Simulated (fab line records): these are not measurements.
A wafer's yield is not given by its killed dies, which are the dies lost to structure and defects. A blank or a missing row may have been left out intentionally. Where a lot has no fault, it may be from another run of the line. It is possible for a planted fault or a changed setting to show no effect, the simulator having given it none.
A struck lot beside a sound one | flow gf180mcu | 18 out of 602 route steps
Sound: these wafers, L302.1, L302.2, L302.3. Struck: wafers L318.1, L318.3, L318.4. The cause is named last.
Per side, at each step with rows, come the tool, then ch with its chambers, and then its first start. Under that, the readings that differ: sound wafers | struck wafers | difference of the means | sigmas: that difference in standard deviations of wafers without a fault.
alike: same words and numbers on both sides, and readings whose means sit less than 2 such deviations apart. not compared: any withheld reading, any reading some wafer has no value for, any bound like >300 that may hide the same value, and any number with overlapping values for which the record gives no deviation.
A row with sigmas, a row that says differs or no value, or rows on one side alone: a step with any of these is where the two part. Numbers that have no deviation but don't overlap get no sigmas and don't part them. Lack of a reading on every wafer of one side parts them only where that side has two or more wafers.

first, 1 step without rows for these wafers: GF_STI_CVD_23 (deposits SiO2, target thk 650 nm, time 108.3 s).
GF_STI_THK_MEAS_24:
  sound: filmMetro-02 at day 1 23:43; struck: filmMetro-02 at day 5 14:44
  alike: STI_CVD_23_THK
GF_STI_CMP_25: polishes, stops on Si3N4, t overpolish 33 s, target thk 524.6 nm.
  sound on cmp-02 ch 0,2,3, day 2 00:11; struck on cmp-01 ch 0,2,3, day 5 14:51
  alike: motorCurrentA, overpolishRunS, slurryFlowMlMin, timeToEndpointS
then, 4 steps without rows for these wafers: GF_STI_WET_ETCH_26 (etches SiO2 in dHF, target depth 94 nm, time 188 s); GF_STI_WET_ETCH_27 (etches Si3N4 in H3PO4, target depth 160 nm, time 1825 s); GF_STI_WET_ETCH_28 (etches SiO2 in dHF, target depth 20 nm, time 40 s); GF_STI_OXIDATION_29 (stabilise 600 s, purge 300 s, target thk 10 nm).
GF_STI_THK_MEAS_30:
  sound: filmMetro-04 at day 2 02:55; struck: filmMetro-02 at day 5 17:09
  alike: STI_OXIDATION_02_THK
then, 4 steps without rows for these wafers: GF_DNWELL_DEHYDRATE_00 (time 60 s); GF_DNWELL_HMDS_01 (prime time 60 s); GF_DNWELL_COAT_02 (resist thk 3000 nm); GF_DNWELL_SOFTBAKE_03.
GF_DNWELL_EXPOSE_04: exposes mask DNWELL, target cd 1700 nm.
  struck on ilineStepper-02, day 6 01:04; sound on ilineStepper-01 ch 0, day 2 09:10
  no value came back on the struck wafers for exposureDoseMJCm2, focusOffsetNm (nm); on the sound wafers exposureDoseMJCm2 reads 259.82 260.25 260.21
  alike: mask
then, 3 steps without rows for these wafers: GF_DNWELL_PEB_05; GF_DNWELL_DEVELOP_06 (develop time 60 s); GF_DNWELL_IMPLANT_07.
GF_DNWELL_STRIP_08: strips in O2/N2.
  sound on plasmaAsher-03 ch 0,1, day 2 14:29; struck on plasmaAsher-01 ch 0,1, day 6 07:51
  alike: drypumpMotorCurrentA, heaterPowerW, oesProductAu, platenTempC, stripTimeToEndpointS
  not compared: rfHoursCounterH
GF_DNWELL_TW_MEAS_09:
  sound: filmMetro-04 at day 2 14:35; struck: filmMetro-03 at day 6 08:10
reading   | sound          | struck   | difference | sigmas
DNWELL_TW | 1345 1337 1344 | 31 31 31 | -1311      | -99 or more
  not compared: hold

== WHERE THEY PART ==
Earliest at GF_DNWELL_EXPOSE_04; latest, in this record, at GF_DNWELL_TW_MEAS_09.

WHY: what the simulator had put in
Whole step skipped at GF_DNWELL_EXPOSE_04 on ilineStepper-02, starting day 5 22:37. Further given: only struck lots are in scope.
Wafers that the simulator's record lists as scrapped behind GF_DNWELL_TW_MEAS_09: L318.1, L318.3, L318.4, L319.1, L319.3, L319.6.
